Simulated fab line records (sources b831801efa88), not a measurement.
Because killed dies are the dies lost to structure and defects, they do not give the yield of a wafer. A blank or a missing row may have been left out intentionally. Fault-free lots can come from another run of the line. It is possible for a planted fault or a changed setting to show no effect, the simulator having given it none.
A struck lot beside a sound one ; flow gf180mcu ; 43 out of 602 route steps
Sound: the wafers L807.1, L807.4, L807.6. Struck: wafer L815.1 (left out: L815.2, L815.4 of the same lot, which were not struck); the cause appears at the end.
At each step with rows: each side's tool, then ch and its chambers, then its first start. Under that, the readings that differ: sound wafers ; struck wafers ; difference of the means ; sigmas: that difference in standard deviations of wafers without a fault.
alike: readings with means less than 2 such deviations apart, plus words and numbers identical on both sides. not compared: withheld readings, readings lacking a value on some wafer, bounds such as >300 that could conceal the same value, and numbers that have no deviation in the record and whose values overlap.
The two part at a step that has a row with sigmas, a row that says differs or no value, or rows on one side only. Numbers that have no deviation but don't overlap get no sigmas and don't part them. A reading missing from all wafers of one side parts the sides only when that side holds two or more wafers.

first, 1 step without rows for these wafers: GF_STI_OXIDATION_01 (stabilise 600 s, purge 300 s, target thk 10 nm).
GF_STI_THK_MEAS_02:
  sound: film metro-02 at day 2 07:44; struck: film metro-01 at day 3 23:38
  alike: STI_OXIDATION_THK
then, 1 step without rows for these wafers: GF_STI_CVD_03 (deposits Si3N4 from DCS/NH3, target thk 207.16 nm, time 3551 s).
GF_STI_THK_MEAS_04:
  sound: film metro-02 at day 2 09:47; struck: film metro-01 at day 4 01:41
  alike: STI_CVD_03_THK
then, 7 steps without rows for these wafers: GF_STI_DEHYDRATE_05 (time 60 s); GF_STI_HMDS_06 (prime time 60 s); GF_STI_COAT_07 (resist thk 700 nm); GF_STI_SOFTBAKE_08 (time 60 s); GF_STI_EXPOSE_09 (exposes mask COMP, target cd 220 nm); GF_STI_PEB_10 (peb time 90 s); GF_STI_DEVELOP_11 (develop time 60 s).
GF_STI_CD_MEAS_12 targets a cd of 220 nm.
  sound: cd sem-01 at day 2 22:17; struck: cd sem-02 at day 4 15:11
  alike: cd nm
GF_STI_ETCH_13: etches the open film in CHF3/O2, stops on Si, target depth 282.31 nm, time 112.9 s.
  sound on rie diel-03 ch 1,2,3, day 2 22:25; struck on rie diel-01 ch 0, day 4 15:19
  alike: drypump motor current A, oes product au, throttle valve pct
  not compared: rf hours counter h
GF_STI_ETCH_14: etches Si in HBr/Cl2/O2, target depth 360 nm, time 102.9 s.
  sound on rie si-02 ch 0,1, day 2 22:29; struck on rie si-02 ch 1, day 4 15:23
  alike: HBr_flow_sccm, drypump motor current A, he backside leak sccm, oes product au, throttle valve pct
  not compared: rf hours counter h
GF_STI_STRIP_15: strips in O2/N2.
  sound on plasma asher-02 ch 0,1, day 2 22:34; struck on plasma asher-02 ch 1, day 4 15:28
reading;sound;struck;difference;sigmas
platen temp c (C);250.08 250.16 249.83;250.40;+0.38;+2
  alike: drypump motor current A, heater power w, oes product au, strip time to endpoint s
  not compared: rf hours counter h
then, 6 steps without rows for these wafers: GF_STI_CLEAN_16 (cleans in dHF, time 25 s); GF_STI_WET_ETCH_17 (etches Si3N4 in H3PO4, target depth 45 nm, time 514 s); GF_STI_CLEAN_18 (cleans in SC1/SC2, time 150 s); GF_STI_CLEAN_19 (cleans in dHF, time 20 s); GF_STI_WET_ETCH_20 (etches SiO2 in dHF, target depth 20 nm, time 400 s); GF_STI_OXIDATION_21 (stabilise 600 s, purge 300 s, target thk 15 nm).
GF_STI_THK_MEAS_22:
  sound: film metro-01 at day 3 01:12; struck: film metro-02 at day 4 17:12
  alike: STI_OXIDATION_01_THK
then, 1 step without rows for these wafers: GF_STI_CVD_23 (deposits SiO2, target thk 650 nm, time 108.3 s).
GF_STI_THK_MEAS_24:
  sound: film metro-02 at day 3 01:20; struck: film metro-03 at day 4 17:20
  alike: STI_CVD_23_THK
GF_STI_CMP_25: polishes, stops on Si3N4, t overpolish 33 s, target thk 524.6 nm.
  sound on cmp-02 ch 0,3, day 3 01:23; struck on cmp-02 ch 0, day 4 17:23
  alike: motor current A, overpolish run s, retaining ring pressure frac, slurry flow ml min, time to endpoint s
then, 4 steps without rows for these wafers: GF_STI_WET_ETCH_26 (etches SiO2 in dHF, target depth 94 nm, time 188 s); GF_STI_WET_ETCH_27 (etches Si3N4 in H3PO4, target depth 160 nm, time 1825 s); GF_STI_WET_ETCH_28 (etches SiO2 in dHF, target depth 20 nm, time 40 s); GF_STI_OXIDATION_29 (stabilise 600 s, purge 300 s, target thk 10 nm).
GF_STI_THK_MEAS_30:
  sound: film metro-01 at day 3 03:44; struck: film metro-03 at day 4 21:00
  alike: STI_OXIDATION_02_THK
then, 8 steps without rows for these wafers: GF_DNWELL_DEHYDRATE_00 (time 60 s); GF_DNWELL_HMDS_01 (prime time 60 s); GF_DNWELL_COAT_02 (resist thk 3000 nm); GF_DNWELL_SOFTBAKE_03; GF_DNWELL_EXPOSE_04 (exposes mask DNWELL, target cd 1700 nm); GF_DNWELL_PEB_05; GF_DNWELL_DEVELOP_06 (develop time 60 s); GF_DNWELL_IMPLANT_07.
GF_DNWELL_STRIP_08: strips in O2/N2.
  sound on plasma asher-01 ch 0,1, day 3 16:35; struck on plasma asher-04 ch 0, day 5 11:01
reading;sound;struck;difference;sigmas
drypump motor current A (A);6.6 6.5 6.6;5.6;-1.0;-2
heater power w (W);363 344 364;288;-69;-2
oes product au (a.u.);0.720 0.728 0.729;0.715;-0.011;-2
strip time to endpoint s (s);37.10 37.09 37.14;36.89;-0.22;-2
  alike: platen temp c
  not compared: rf hours counter h
GF_DNWELL_TW_MEAS_09:
  sound: film metro-01 at day 3 16:41; struck: film metro-04 at day 5 11:07
  alike: DNWELL_TW
then, 2 steps without rows for these wafers: GF_NWELL_DEHYDRATE_00 (time 60 s); GF_NWELL_HMDS_01 (prime time 60 s).
-- the record jumps here: 27 days lie between the struck wafers' starts before and after (it left off in module NWELL and takes up again in module PASSIVATION, whose first step shown is number 602 of the route) --
GF_PASSIVATION_PROBE_99:
  only the struck wafers here have rows in the record (prober-01, day 32 11:56); the sound ones have none

WHERE THEY PART
First at GF_STI_STRIP_15; last, within this record, at GF_PASSIVATION_PROBE_99.

WHY: what the simulator had put in
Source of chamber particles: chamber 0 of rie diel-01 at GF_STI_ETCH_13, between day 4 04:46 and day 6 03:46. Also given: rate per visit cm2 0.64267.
